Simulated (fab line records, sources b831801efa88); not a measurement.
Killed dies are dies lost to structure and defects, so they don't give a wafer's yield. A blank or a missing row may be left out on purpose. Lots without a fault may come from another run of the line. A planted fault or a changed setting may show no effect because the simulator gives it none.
One fault seen from 2 desks | flow sky130 | each desk has only its own numbers; what lay behind them comes last

THE TOOL OWNER'S DESK: rie_diel-02
The tool's own readings at SKY_PAD_OPEN_ETCH_07 (etches the open film in CF4/O2, stops on AlCu, target depth 725 nm, time 161.1 s): means of the sampled wafers that have a number, for each lot that ran on this tool. A lot is out of limits, marked OUT, if its mean lies more than 4 standard deviations from the usual mean; the brackets give that distance.
Columns: A = drypump_motor_current_A at SKY_PAD_OPEN_ETCH_07, usual 5.5 A; B = oes_product_au at SKY_PAD_OPEN_ETCH_07, usual 0.977 a.u.; C = throttle_valve_pct at SKY_PAD_OPEN_ETCH_07, usual 5.964 %
lot  | first seen here | A   | B               | C
L974 | day 46 00:47    | 6.0 | 0.978           | 5.968
L979 | day 47 03:49    | 6.0 | 0.974           | 5.960
L984 | day 48 18:41    | 5.7 | 0.972           | 5.970
L985 | day 48 20:20    | 5.7 | 0.993           | 5.973
L986 | day 48 23:19    | 5.4 | 0.976           | 5.961
L993 | day 50 10:50    | 5.8 | 0.855 (-14) OUT | 5.930
L995 | day 50 19:16    | 5.3 | 0.845 (-15) OUT | 5.924 (-4.4) OUT
This desk's finding: out of limits on L993, L995; first on L993, day 50 10:50 (oes_product_au at SKY_PAD_OPEN_ETCH_07). In limits: L974, L979, L984, L985, L986.

THE METROLOGY DESK
What the gauges read, lot by lot, whatever tool the lot ran on: means of the sampled wafers that have a number. A lot is out of limits, marked OUT, if its mean lies more than 4 standard deviations from the usual mean; the brackets give that distance.
Columns: A = METAL5_ALCU_RS at SKY_METAL5_RS_MEAS_05, usual 0.0271 ohm/sq; B = METAL5_ALCU_THK at SKY_METAL5_THK_MEAS_06, usual 1134 nm
lot  | first seen here | A      | B
L974 | day 43 05:15    | 0.0273 | 1136
L975 | day 43 11:51    | 0.0270 | 1130
L979 | day 44 11:28    | 0.0275 | 1117
L978 | day 44 13:44    | 0.0270 | 1139
L980 | day 45 08:46    | 0.0268 | 1145
L982 | day 45 17:43    | 0.0272 | 1136
L983 | day 45 23:44    | 0.0269 | 1145
L984 | day 46 05:55    | 0.0271 | 1126
L985 | day 46 08:13    | 0.0273 | 1120
L986 | day 46 11:51    | 0.0271 | 1138
L993 | day 48 03:59    | 0.0272 | 1134
L995 | day 48 13:55    | 0.0270 | 1143
L996 | day 48 21:38    | 0.0272 | 1127
This desk's finding: nothing out of limits on any of the 13 lots.

PUT TOGETHER
The tool owner's desk could have raised an alarm at day 50 10:50, on L993, L995.
The metrology desk saw nothing out of limits.
The metrology desk has L993, L995 on record, within its limits.
Of the lots named, all ran SKY_PAD_OPEN_ETCH_07 on rie_diel-02.

WHAT THE SIMULATOR HAD PUT IN
Process parameter drift: rie_diel-02, from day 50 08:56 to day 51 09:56, at SKY_PAD_OPEN_ETCH_07. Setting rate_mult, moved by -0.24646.
Lots struck among those shown: L993, L995.
Hours from the fault's start to each desk's first reading out of limits: the tool owner's desk, 2.
